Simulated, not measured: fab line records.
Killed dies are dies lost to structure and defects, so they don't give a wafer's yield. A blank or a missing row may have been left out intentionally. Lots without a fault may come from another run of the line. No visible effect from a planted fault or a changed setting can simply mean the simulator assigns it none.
fab line records	flow gf180mcu
record lots=12	wafers=36	last_day=34
route steps=602 shown V2@404 M3@413 V3@440
lots untouched by any fault: they come from a run of this same line in which no faults occurred
start_h: hours from the record's first day to the start of the lot's first wafer shown	wait_h: hours since the lot's step before	" identical to the entry in the row above	L1.1+2: a row that stands for several wafers	- no value, or no start was given	* or withheld: withheld	< > ~ a bound
route shown NAME@n: a module of which the file shows steps, and the number in the route of the first	usual: average and standard deviation across the fault-free wafers	same: alike in all rows	chamber/n: place in a boat	sites: the reading at each site	_std_site: the values' standard deviation	_edge_site: the outer-site mean with the inner-site mean subtracted	radius_mm: how far each site lies from the wafer's centre	mask NAME#n: copy n	behind: tool/chamber where the wafer was last shaped	hold: the reason the lot was held/the length of the hold in hours/how it ended	device: the n, p or np transistor that did not switch	end of line: the tests these same wafers got at the end of their route	step lacking rows: just its recipe	killed: dies lost to structure and defects at the first sort, not the wafer's yield	map: a wafer's dies, x killed, . not, _ none there
set.NAME: setting as actually run; set.NAME@STEP: the setting as run at that earlier step	model.NAME: the simulator's own value behind a step, which no gauge read
steps of the route over a sample of lots; a table a step, a row a wafer
services: from which hour (start_h, from the record's first day; less than 0 if before it) a tool's chamber was out of use, for how many hours, and why
## steps
# step GF_V2_SPUTTER_22
# recipe material=TiN	target_thk_nm=10	chamber_pressure_pa=5	power_w=4000	time_s=40
# usual chamber_pressure_pa=4.999/0.011	throttle_valve_pct=29.9/0.51
# same time_s=40
lot.wafer	tool	chamber	start_h	wait_h	chamber_pressure_pa	throttle_valve_pct
L116.2	pvd_sputter-02	-	468.44	0.0	4.997	29.4
L116.4	"	-	"	"	4.985	30.4
L116.5	"	-	"	"	5.001	31.3
L117.2	pvd_sputter-02	-	472.30	0.0	4.990	29.5
L117.4	"	-	"	"	4.984	30.3
L117.5	"	-	"	"	5.005	29.3
L118.1	pvd_sputter-03	-	482.35	0.0	4.992	30.0
L118.4	"	-	"	"	4.998	30.5
L118.5	"	-	"	"	5.004	29.7
L119.1	pvd_sputter-03	-	500.40	0.0	5.015	29.3
L119.2	"	-	"	"	5.007	30.0
L119.5	"	-	"	"	5.013	29.3
L120.1	pvd_sputter-03	-	506.70	0.0	5.003	29.9
L120.2	"	-	"	"	4.985	29.6
L120.6	"	-	"	"	5.002	30.4
L121.2	pvd_sputter-03	-	517.80	0.0	5.013	29.9
L121.3	"	-	"	"	5.001	30.2
L121.6	"	-	"	"	4.987	30.4
L124.2	pvd_sputter-03	-	531.76	0.0	4.987	30.0
L124.4	"	-	"	"	4.983	29.4
L124.6	"	-	"	"	5.010	29.9
L127.4	pvd_sputter-03	-	565.00	0.0	5.005	30.1
L127.5	"	-	"	"	4.984	30.4
L127.6	"	-	"	"	4.989	29.8
L128.1	pvd_sputter-01	-	567.10	0.0	4.981	30.1
L128.2	"	-	"	"	4.987	28.9
L128.6	"	-	"	"	4.980	29.7
L132.2	pvd_sputter-01	-	599.19	0.0	5.000	29.9
L132.4	"	-	"	"	4.990	29.2
L132.5	"	-	"	"	4.995	29.1
L137.1	pvd_sputter-01	-	636.86	0.0	4.982	28.9
L137.4	"	-	"	"	4.998	29.6
L137.5	"	-	"	"	5.003	29.8
L138.1	pvd_sputter-01	-	638.73	0.0	5.005	29.6
L138.2	"	-	"	"	5.010	29.1
L138.3	"	-	"	"	4.995	30.3
# step GF_M3_SPUTTER_04
# recipe material=TiN	target_thk_nm=50	power_w=6500	time_s=41.7	chamber_pressure_pa=0.4
# usual chamber_pressure_pa=0.3999/0.00074	throttle_valve_pct=29.8/0.95
# same time_s=41.7
lot.wafer	tool	chamber	start_h	wait_h	chamber_pressure_pa	throttle_valve_pct
L116.2	pvd_sputter-02	-	470.08	0.0	0.3999	30.9
L116.4	"	-	"	"	0.4007	30.5
L116.5	"	-	"	"	0.3996	31.1
L117.2	pvd_sputter-03	-	473.28	0.0	0.4001	29.2
L117.4	"	-	"	"	0.3995	29.9
L117.5	"	-	"	"	0.4008	29.5
L118.1	pvd_sputter-04	-	483.16	0.0	0.4011	28.2
L118.4	"	-	"	"	0.4005	30.5
L118.5	"	-	"	"	0.3996	29.1
L119.1	pvd_sputter-02	-	501.21	0.0	0.3991	29.4
L119.2	"	-	"	"	0.4008	31.3
L119.5	"	-	"	"	0.3996	29.4
L120.1	pvd_sputter-04	-	507.51	0.0	0.3996	28.9
L120.2	"	-	"	"	0.3996	28.2
L120.6	"	-	"	"	0.3977	28.3
L121.2	pvd_sputter-04	-	518.61	0.0	0.3994	31.1
L121.3	"	-	"	"	0.4015	28.4
L121.6	"	-	"	"	0.4013	28.0
L124.2	pvd_sputter-02	-	532.58	0.0	0.3994	29.6
L124.4	"	-	"	"	0.3993	30.9
L124.6	"	-	"	"	0.3996	29.4
L127.4	pvd_sputter-02	-	565.81	0.0	0.4004	29.4
L127.5	"	-	"	"	0.3997	29.1
L127.6	"	-	"	"	0.3998	29.4
L128.1	pvd_sputter-04	-	567.91	0.0	0.4007	30.7
L128.2	"	-	"	"	0.3988	31.0
L128.6	"	-	"	"	0.4001	28.4
L132.2	pvd_sputter-04	-	600.00	0.0	0.4004	30.5
L132.4	"	-	"	"	0.4013	31.1
L132.5	"	-	"	"	0.3995	30.7
L137.1	pvd_sputter-02	-	637.70	0.0	0.3994	29.3
L137.4	"	-	"	"	0.3994	30.3
L137.5	"	-	"	"	0.4002	30.3
L138.1	pvd_sputter-03	-	639.54	0.0	0.4005	29.8
L138.2	"	-	"	"	0.3998	30.3
L138.3	"	-	"	"	0.3998	30.1
# step GF_V3_EXPOSE_11
# recipe mask_id=Via3	target_cd_nm=260	na=0.68	source_shape=conventional	sigma_outer=0.6	dose_mj=38
# usual exposure_dose_mJ_cm2=37.95/0.034	reticle_temp_C=23.00/0.1
lot.wafer	tool	chamber	start_h	wait_h	mask	exposure_dose_mJ_cm2	reticle_temp_C
L116.2	krf_scanner-02	0	507.68	-	Via3#0	37.96	22.85
L116.4	"	0	"	"	Via3#0	37.96	23.04
L116.5	"	0	"	"	Via3#0	37.99	23.00
L117.2	krf_scanner-02	0	510.46	-	Via3#0	37.97	22.91
L117.4	"	0	"	"	Via3#0	37.93	22.94
L117.5	"	0	"	"	Via3#0	37.98	22.90
L118.1	krf_scanner-02	0	519.94	-	Via3#0	38.00	23.06
L118.4	"	0	"	"	Via3#0	37.95	23.11
L118.5	"	0	"	"	Via3#0	37.98	22.99
L119.1	krf_scanner-01	0	537.82	-	Via3#0	37.96	22.96
L119.2	"	0	"	"	Via3#0	37.89	22.96
L119.5	"	0	"	"	Via3#0	37.94	22.78
L120.1	krf_scanner-01	0	542.84	-	Via3#0	37.97	23.05
L120.2	"	0	"	"	Via3#0	37.98	23.02
L120.6	"	0	"	"	Via3#0	37.95	22.99
L121.2	krf_scanner-02	0	554.73	-	Via3#0	37.95	23.00
L121.3	"	0	"	"	Via3#0	37.95	22.97
L121.6	"	0	"	"	Via3#0	38.00	22.93
L124.2	krf_scanner-02	0	567.57	-	Via3#0	37.98	23.00
L124.4	"	0	"	"	Via3#0	37.99	22.86
L124.6	"	0	"	"	Via3#0	38.00	22.97
L127.4	krf_scanner-01	0	599.62	-	Via3#0	37.07	23.07
L127.5	"	0	"	"	Via3#0	37.03	23.01
L127.6	"	0	"	"	Via3#0	37.03	23.03
L128.1	krf_scanner-01	0	601.28	-	Via3#0	36.97	23.08
L128.2	"	0	"	"	Via3#0	37.01	23.05
L128.6	"	0	"	"	Via3#0	37.03	22.83
L132.2	krf_scanner-02	0	631.80	-	Via3#0	37.98	22.99
L132.4	"	0	"	"	Via3#0	37.96	23.12
L132.5	"	0	"	"	Via3#0	38.02	22.91
L137.1	krf_scanner-02	0	668.97	-	Via3#0	38.00	23.13
L137.4	"	0	"	"	Via3#0	37.92	22.95
L137.5	"	0	"	"	Via3#0	37.97	22.95
L138.1	krf_scanner-02	0	670.79	-	Via3#0	37.95	23.05
L138.2	"	0	"	"	Via3#0	37.95	23.13
L138.3	"	0	"	"	Via3#0	37.92	22.99
# step GF_V3_CD_MEAS_14
# recipe target_cd_nm=260
# usual cd_nm=259.8/1.1
lot.wafer	tool	chamber	start_h	wait_h	hold	cd_nm
L116.2	cd_sem-01	-	519.21	0.1	-	261.6
L116.4	"	-	"	"	-	261.8
L116.5	"	-	"	"	-	261.6
L117.2	cd_sem-02	-	521.96	0.1	-	258.8
L117.4	"	-	"	"	-	260.0
L117.5	"	-	"	"	-	259.1
L118.1	cd_sem-02	-	531.32	0.1	-	261.7
L118.4	"	-	"	"	-	260.1
L118.5	"	-	"	"	-	260.3
L119.1	cd_sem-01	-	548.77	0.1	-	259.6
L119.2	"	-	"	"	-	259.0
L119.5	"	-	"	"	-	260.4
L120.1	cd_sem-01	-	553.84	0.1	-	259.2
L120.2	"	-	"	"	-	260.8
L120.6	"	-	"	"	-	260.2
L121.2	cd_sem-01	-	565.55	0.1	-	261.3
L121.3	"	-	"	"	-	260.8
L121.6	"	-	"	"	-	259.7
L124.2	cd_sem-01	-	578.04	0.1	-	258.7
L124.4	"	-	"	"	-	258.4
L124.6	"	-	"	"	-	260.6
L127.4	cd_sem-02	-	609.85	0.1	await_dispo/0.2h/release	254.6
L127.5	"	-	"	"	await_dispo/0.2h/release	255.0
L127.6	"	-	"	"	await_dispo/0.2h/release	253.1
L127.4	cd_sem-02	-	610.14	0.3	-	254.7
L127.5	"	-	"	"	-	254.7
L127.6	"	-	"	"	-	252.8
L128.1	cd_sem-02	-	610.87	0.1	-	256.6
L128.2	"	-	"	"	-	256.5
L128.6	"	-	"	"	-	257.1
L132.2	cd_sem-01	-	641.21	0.1	-	259.1
L132.4	"	-	"	"	-	259.4
L132.5	"	-	"	"	-	259.8
L137.1	cd_sem-02	-	679.08	0.1	-	260.4
L137.4	"	-	"	"	-	259.2
L137.5	"	-	"	"	-	258.8
L138.1	cd_sem-01	-	680.22	0.1	-	260.1
L138.2	"	-	"	"	-	261.5
L138.3	"	-	"	"	-	260.6
# step GF_V3_RS_MEAS_24
# recipe thk_meas_gauge=four-point-probe	reads=W_of_V3_CVD_23+TiN_of_V3_SPUTTER_22+Ti_of_V3_SPUTTER_21
# usual V3_W_RS=0.326/0.0043
lot.wafer	tool	chamber	start_h	wait_h	V3_W_RS[ohm/sq]
L116.2	film_metro-03	-	520.27	0.1	0.324
L116.4	"	-	"	"	0.327
L116.5	"	-	"	"	0.329
L117.2	film_metro-03	-	522.99	0.1	0.326
L117.4	"	-	"	"	0.327
L117.5	"	-	"	"	0.330
L118.1	film_metro-02	-	532.35	0.1	0.336
L118.4	"	-	"	"	0.338
L118.5	"	-	"	"	0.333
L119.1	film_metro-03	-	550.21	0.1	0.330
L119.2	"	-	"	"	0.321
L119.5	"	-	"	"	0.324
L120.1	film_metro-02	-	554.87	0.1	0.319
L120.2	"	-	"	"	0.324
L120.6	"	-	"	"	0.321
L121.2	film_metro-02	-	566.62	0.1	0.330
L121.3	"	-	"	"	0.331
L121.6	"	-	"	"	0.320
L124.2	film_metro-04	-	579.07	0.1	0.334
L124.4	"	-	"	"	0.333
L124.6	"	-	"	"	0.327
L128.1	film_metro-03	-	611.90	0.1	0.320
L128.2	"	-	"	"	0.325
L128.6	"	-	"	"	0.326
L127.4	film_metro-04	-	618.11	0.2	0.328
L127.5	"	-	"	"	0.332
L127.6	"	-	"	"	0.318
L132.2	film_metro-02	-	642.27	0.1	0.326
L132.4	"	-	"	"	0.331
L132.5	"	-	"	"	0.320
L137.1	film_metro-03	-	680.12	0.1	0.331
L137.4	"	-	"	"	0.328
L137.5	"	-	"	"	0.327
L138.1	film_metro-02	-	681.31	0.1	0.325
L138.2	"	-	"	"	0.326
L138.3	"	-	"	"	0.330
## services
tool	chamber	start_h	hours	kind
krf_scanner-01	-	453.56	0.8	pm
pvd_sputter-02	0	461.91	-	consumable_replace:kit
pvd_sputter-02	0	461.91	18.0	scheduled_down
pvd_sputter-02	0	461.91	18.0	vent_cycle
krf_scanner-02	-	465.47	1.0	pm
pvd_sputter-01	-	505.61	6.3	repair
pvd_sputter-04	-	516.60	1.7	repair
krf_scanner-02	-	517.71	1.3	pm
pvd_sputter-04	1	561.24	-	consumable_replace:kit
krf_scanner-01	-	565.83	1.0	pm
krf_scanner-01	-	566.83	1.3	pm
krf_scanner-02	-	578.23	0.8	pm
pvd_sputter-02	3	578.50	-	consumable_replace:kit
pvd_sputter-02	3	578.50	18.0	scheduled_down
pvd_sputter-02	3	578.50	18.0	vent_cycle
krf_scanner-02	0	579.72	-	calibration
pvd_sputter-01	-	610.56	1.6	repair
krf_scanner-01	-	616.81	2.3	repair
krf_scanner-01	-	622.36	0.8	pm
krf_scanner-02	-	634.47	1.0	pm
pvd_sputter-01	-	637.03	1.0	repair
krf_scanner-01	-	644.03	0.4	repair
krf_scanner-01	-	652.37	3.6	pm
pvd_sputter-03	-	661.00	0.6	repair
## key
first_sign step=GF_V3_EXPOSE_11	reading=exposure_dose_mJ_cm2	direction=down	sigmas=27	usual=37.95	struck=37.02
effect step=GF_V3_CD_MEAS_14	reading=visit	direction=added
met_at GF_V3_EXPOSE_11
struck_lots L127,L128
not_acting_at GF_V2_SPUTTER_22,GF_M3_SPUTTER_04,GF_V3_RS_MEAS_24
onset_between 542.84 599.62
fault kind=process_parameter_drift	tool=krf_scanner-01	chamber=-	onset_h=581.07	steps=GF_V3_EXPOSE_11	channel=dose_mj	offset=-0.94741	shape=step	acts_in=these_recipes_only	stated=38
